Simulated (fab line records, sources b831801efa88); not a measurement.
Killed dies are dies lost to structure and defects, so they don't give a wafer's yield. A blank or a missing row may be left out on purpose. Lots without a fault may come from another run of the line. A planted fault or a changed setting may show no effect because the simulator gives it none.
fab line records | flow sky130
record lots=11 wafers=31 last_day=51
route steps=708 shown VIA2@528 CAPM@537 METAL3@563
lots that met no fault: from a run of the same line without faults
start_h: hours from the record's first day to the start of the lot's first wafer shown | wait_h: hours since the lot's step before | " the same as in the row above | L1.1+2: a row that stands for several wafers | - no value, or no start given | * or withheld: withheld | < > ~ a bound
route shown NAME@n: a module of which the file shows steps, and the number in the route of the first | usual: mean/standard deviation of fault-free wafers | same: alike in all rows | chamber/n: place in a boat | sites: the reading at each site | _std_site: their standard deviation | _edge_site: outer sites' mean less inner sites' | radius_mm: how far each site lies from the wafer's centre | mask NAME#n: copy n | behind: the tool/chamber that last shaped the wafer | hold: why the lot was held/for how many hours/how that ended | device: the transistor (n, p or np) that didn't switch | end of line: the same wafers' tests at the end of the route | a step without rows: its recipe alone | killed: dies lost to structure and defects at the first sort, not the wafer's yield | map: a wafer's dies, x killed, . not, _ none there
set.NAME: the setting as run; set.NAME@STEP: as run at that earlier step | model.NAME: the simulator's own value behind a step, which no gauge read
steps of the route over a sample of lots; a table a step, a row a wafer
services: from which hour (start_h, from the record's first day; less than 0 if before it) a tool's chamber was out of use, for how many hours, and why
## steps
# step SKY_VIA2_CVD_21
# recipe material=W target_thk_nm=420 time_s=126.4 temp_c=400 pressure_torr=40
# usual heater_power_outer_w=507/49 heater_power_w=834/95
# columns lot.wafer tool chamber start_h wait_h heater_power_outer_w heater_power_w
L380.2 cvd_w-02 0 859.34 0.0 533 880
L380.3 " 0 " " 539 909
L380.4 " 1 " " 449 730
L381.1 cvd_w-02 0 870.28 0.0 542 877
L381.3 " 0 " " 543 899
L381.5 " 1 " " 465 746
L387.2 cvd_w-02 0 920.58 0.0 559 912
L387.5 " 1 " " 454 734
L388.1 cvd_w-02 1 928.63 0.0 465 729
L388.5 " 1 " " 463 755
L394.2 cvd_w-01 0 973.90 0.0 569 935
L394.3 " 0 " " 571 963
L394.5 " 1 " " 462 761
L396.1 cvd_w-02 0 981.47 0.1 564 897
L396.4 " 1 " " 475 744
L396.5 " 0 " " 565 912
L397.3 cvd_w-01 0 987.59 0.1 559 936
L397.4 " 1 " " 459 741
L397.6 " 0 " " 567 957
L398.2 cvd_w-02 1 999.25 0.0 457 729
L398.4 " 1 " " 460 734
L398.6 " 0 " " 550 937
L400.1 cvd_w-02 0 1020.27 0.0 553 910
L400.4 " 0 " " 556 915
L400.5 " 0 " " 553 929
L401.1 cvd_w-02 1 1021.88 0.0 462 724
L401.3 " 1 " " 476 746
L401.6 " 0 " " 563 906
L402.4 cvd_w-01 0 1028.88 0.1 559 962
L402.5 " 0 " " 554 962
L402.6 " 1 " " 455 752
# step SKY_VIA2_RS_MEAS_22
# recipe thk_meas_gauge=four-point-probe reads=W_of_VIA2_CVD_21+TiN_of_VIA2_SPUTTER_20
# usual VIA2_W_RS=0.271/0.0042
# columns lot.wafer tool chamber start_h wait_h hold VIA2_W_RS[ohm/sq]
L380.2 film_metro-01 - 859.49 0.1 - 0.278
L380.3 " - " " - 0.278
L380.4 " - " " - 0.267
L381.1 film_metro-01 - 870.41 0.1 - 0.273
L381.3 " - " " - 0.277
L381.5 " - " " - 0.269
L387.2 film_metro-01 - 920.73 0.1 await_dispo/0.2h/release 0.274
L387.5 " - " " await_dispo/0.2h/release 0.139
L387.2 film_metro-01 - 921.01 0.3 - 0.273
L387.5 " - " " - 0.139
L388.1 film_metro-01 - 928.76 0.1 await_dispo/0.2h/release 0.264
L388.5 " - " " await_dispo/0.2h/release 0.138
L388.1 film_metro-01 - 929.05 0.3 - 0.264
L388.5 " - " " - 0.138
L394.2 film_metro-02 - 974.05 0.1 - 0.270
L394.3 " - " " - 0.270
L394.5 " - " " - 0.273
L396.1 film_metro-02 - 981.60 0.1 - 0.274
L396.4 " - " " - 0.266
L396.5 " - " " - 0.275
L397.3 film_metro-04 - 987.71 0.1 - 0.272
L397.4 " - " " - 0.275
L397.6 " - " " - 0.271
L398.2 film_metro-01 - 999.40 0.1 - 0.268
L398.4 " - " " - 0.267
L398.6 " - " " - 0.273
L400.1 film_metro-01 - 1020.40 0.1 - 0.275
L400.4 " - " " - 0.272
L400.5 " - " " - 0.273
L401.1 film_metro-04 - 1022.01 0.1 - 0.265
L401.3 " - " " - 0.268
L401.6 " - " " - 0.276
L402.4 film_metro-02 - 1029.02 0.1 - 0.269
L402.5 " - " " - 0.267
L402.6 " - " " - 0.269
# step SKY_VIA2_CMP_24
# recipe stop_on=SiO2 t_overpolish_s=20 down_force_psi=3.5 platen_rpm=60 target_thk_nm=0 pad_velocity_m_s=0.94248
# usual head_pressure_psi=3.501/0.0076 motor_current_A=10.8/1.5 time_to_endpoint_s=102/3.7
# columns lot.wafer tool chamber start_h wait_h hold head_pressure_psi motor_current_A time_to_endpoint_s
L380.4 cmp-01 1 859.65 0.0 - 3.492 10.9 101
L380.2 " 3 " " - 3.500 14.1 100
L380.3 " 0 " " - 3.501 12.9 98
L381.1 cmp-02 1 870.59 0.1 - 3.501 8.2 104
L381.3 " 2 " " - 3.503 10.0 98
L381.5 " 2 " " - 3.513 9.2 103
L387.2 cmp-02 2 929.39 4.6 await_dispo/4.2h/release 3.492 10.1 96
L387.5 " 3 " " await_dispo/4.2h/release 3.505 10.6 194
L388.1 cmp-02 2 936.20 2.8 await_dispo/2.4h/release 3.501 9.9 98
L388.5 " 3 " " await_dispo/2.4h/release 3.507 10.2 198
L394.3 cmp-01 2 974.21 0.0 - 3.515 9.7 112
L394.2 " 1 " " - 3.504 10.3 102
L394.5 " 3 " " - 3.500 13.9 102
L396.1 cmp-02 3 981.85 0.1 - 3.502 10.4 98
L396.4 " 1 " " - 3.512 9.4 103
L396.5 " 3 " " - 3.494 10.6 96
L397.4 cmp-02 2 987.85 0.0 - 3.505 10.1 97
L397.3 " 3 " " - 3.490 10.4 98
L397.6 " 3 " " - 3.516 10.1 97
L398.2 cmp-01 2 999.61 0.1 - 3.489 10.2 107
L398.4 " 0 " " - 3.491 12.5 102
L398.6 " 1 " " - 3.500 11.0 97
L400.1 cmp-01 0 1020.63 0.1 - 3.512 13.0 106
L400.4 " 1 " " - 3.504 10.4 107
L400.5 " 3 " " - 3.513 13.8 101
L401.1 cmp-02 1 1022.24 0.1 - 3.505 8.6 104
L401.3 " 2 " " - 3.504 10.1 102
L401.6 " 1 " " - 3.515 8.7 104
L402.4 cmp-01 3 1029.19 0.1 - 3.507 14.2 101
L402.6 " 2 " " - 3.504 9.9 106
L402.5 " 3 " " - 3.496 14.5 103
# step SKY_CAPM_CVD_00
# recipe material=SiO2 target_thk_nm=15.5 temp_c=400 time_s=withheld rf_w=450
# usual heater_power_outer_w=415/57 heater_power_w=695/97
# columns lot.wafer tool chamber start_h wait_h heater_power_outer_w heater_power_w
L380.2 pecvd-01 2 860.10 0.0 382 609
L380.3 " 1 " " 412 693
L380.4 " 2 " " 392 612
L381.1 pecvd-03 2 871.04 0.0 359 607
L381.3 " 1 " " 403 666
L381.5 " 0 " " 412 702
L387.2 pecvd-04 1 929.74 0.0 388 649
L387.5 " 2 " " 410 727
L388.1 pecvd-01 0 936.66 0.0 491 837
L388.5 " 0 " " 490 830
L394.2 pecvd-03 1 974.67 0.0 339 586
L394.3 " 0 " " 489 806
L394.5 " 2 " " 357 612
L396.1 pecvd-01 0 982.26 0.0 468 809
L396.4 " 0 " " 472 812
L396.5 " 1 " " 422 698
L397.3 pecvd-04 0 988.31 0.0 345 631
L397.4 " 2 " " 421 711
L397.6 " 1 " " 438 704
L398.2 pecvd-01 1 1000.01 0.0 356 606
L398.4 " 1 " " 361 600
L398.6 " 2 " " 350 552
L400.1 pecvd-04 1 1021.04 0.0 455 763
L400.4 " 2 " " 450 768
L400.5 " 0 " " 374 656
L401.1 pecvd-01 2 1022.65 0.0 342 566
L401.3 " 0 " " 510 865
L401.6 " 1 " " 419 669
L402.4 pecvd-01 1 1029.61 0.0 419 696
L402.5 " 0 " " 487 866
L402.6 " 2 " " 320 517
# step SKY_METAL3_CD_MEAS_13
# recipe target_cd_nm=300
# usual cd_nm=300.0/1.2
# columns lot.wafer tool chamber start_h wait_h cd_nm
L380.2 cd_sem-02 - 912.48 - 299.3
L380.3 " - " " 300.2
L380.4 " - " " 299.7
L381.1 cd_sem-01 - 924.56 - 301.2
L381.3 " - " " 301.2
L381.5 " - " " 299.6
L387.2 cd_sem-02 - 971.74 - 299.7
L387.5 " - " " 300.2
L388.1 cd_sem-02 - 979.62 - 301.8
L388.5 " - " " 301.4
L394.2 cd_sem-01 - 1022.68 - 299.8
L394.3 " - " " 301.0
L394.5 " - " " 301.0
L396.1 cd_sem-02 - 1030.42 - 302.0
L396.4 " - " " 301.7
L396.5 " - " " 301.0
L397.3 cd_sem-02 - 1035.40 - 297.2
L397.4 " - " " 296.1
L397.6 " - " " 296.6
L398.2 cd_sem-01 - 1046.93 - 299.0
L398.4 " - " " 299.7
L398.6 " - " " 300.7
L400.1 cd_sem-02 - 1068.66 - 298.7
L400.4 " - " " 299.3
L400.5 " - " " 300.2
L401.1 cd_sem-01 - 1068.82 - 298.9
L401.3 " - " " 299.9
L401.6 " - " " 299.8
L402.4 cd_sem-02 - 1073.77 - 300.0
L402.5 " - " " 299.6
L402.6 " - " " 300.4
# step SKY_METAL3_DESCUM_15
# recipe chemistry=O2 source_power_w=150 bias_power_w=0 pressure_mtorr=10 temp_c=40 time_s=8
# usual drypump_motor_current_A=5.7/0.36 oes_product_au=1.000/0.0091
# columns lot.wafer tool chamber start_h wait_h drypump_motor_current_A oes_product_au rf_hours_counter_h
L380.2 rie_metal-04 0 912.61 0.0 5.5 0.997 14
L380.3 " 0 " " 5.4 1.006 -
L380.4 " 1 " " 5.2 0.989 -
L381.1 rie_metal-02 0 924.72 0.0 6.1 1.001 16
L381.3 " 1 " " 5.4 0.995 -
L381.5 " 1 " " 5.5 1.000 -
L387.2 rie_metal-03 1 971.87 0.0 6.3 1.000 10
L387.5 " 1 " " 6.3 0.990 -
L388.1 rie_metal-03 1 979.77 0.0 6.3 0.994 10
L388.5 " 1 " " 6.3 0.998 -
L394.2 rie_metal-04 0 1022.82 0.0 5.5 1.009 19
L394.3 " 0 " " 5.5 1.016 -
L394.5 " 1 " " 5.2 0.994 -
L396.1 rie_metal-02 1 1030.57 0.0 5.5 1.000 18
L396.4 " 1 " " 5.5 0.998 -
L396.5 " 0 " " 6.0 0.994 -
L397.3 rie_metal-04 1 1035.53 0.0 5.2 1.000 -
L397.4 " 0 " " 5.4 1.025 -
L397.6 " 1 " " 5.2 0.994 -
L398.2 rie_metal-02 1 1047.08 0.0 5.5 0.993 -
L398.4 " 1 " " 5.5 1.003 -
L398.6 " 1 " " 5.5 1.000 -
L400.1 rie_metal-03 0 1068.82 0.0 5.5 0.988 25
L400.4 " 0 " " 5.5 0.983 -
L400.5 " 0 " " 5.5 0.994 -
L401.1 rie_metal-03 1 1068.97 0.0 6.3 1.011 16
L401.3 " 1 " " 6.3 0.998 -
L401.6 " 0 " " 5.5 0.992 -
L402.4 rie_metal-02 1 1073.88 0.0 5.5 0.990 -
L402.5 " 1 " " 5.5 0.993 -
L402.6 " 0 " " 6.0 0.987 -
## services
# columns tool chamber start_h hours kind
rie_metal-04 - 842.63 0.7 repair
rie_metal-02 - 856.83 0.1 repair
rie_metal-04 0 882.02 5.4 repair
pecvd-01 0 884.43 6.3 repair
cvd_w-01 - 886.48 0.6 repair
cvd_w-02 - 904.00 14.0 pm
cmp-02 - 912.00 4.0 pm
cmp-02 - 944.91 4.8 repair
rie_metal-04 - 950.01 14.6 pm
pecvd-01 0 957.23 2.0 repair
rie_metal-02 0 969.93 1.9 repair
cmp-02 - 974.45 3.7 pm
cvd_w-02 - 974.57 6.9 pm
pecvd-04 - 974.61 5.5 pm
cvd_w-01 - 983.16 0.7 repair
cmp-01 - 992.15 5.2 pm
pecvd-01 0 996.91 9.3 repair
cvd_w-02 - 1007.70 1.0 repair
cvd_w-01 - 1019.50 0.7 repair
rie_metal-04 - 1023.55 2.8 pm
cvd_w-02 0 1037.56 5.0 repair
cmp-02 - 1039.37 6.2 repair
cmp-01 - 1047.96 0.6 repair
cmp-02 - 1070.79 0.6 repair
## key
first_sign step=SKY_VIA2_RS_MEAS_22 reading=visit direction=added
effect step=SKY_VIA2_RS_MEAS_22 reading=VIA2_W_RS direction=down sigmas=32 usual=0.271 struck=0.138
effect step=SKY_VIA2_CMP_24 reading=time_to_endpoint_s direction=up sigmas=25 usual=* struck=*
met_at SKY_VIA2_CVD_21
struck_lots L387,L388
struck_wafers L387.5,L388.5
not_acting_at SKY_CAPM_CVD_00,SKY_METAL3_CD_MEAS_13,SKY_METAL3_DESCUM_15
onset_between 870.28 920.58
fault kind=process_parameter_drift tool=cvd_w-02 chamber=- onset_h=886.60 steps=SKY_VIA2_CVD_21 channel=target_thk_nm offset=378.66 shape=step end_h=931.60 scope=struck_wafers_only acts_in=these_recipes_only stated=420
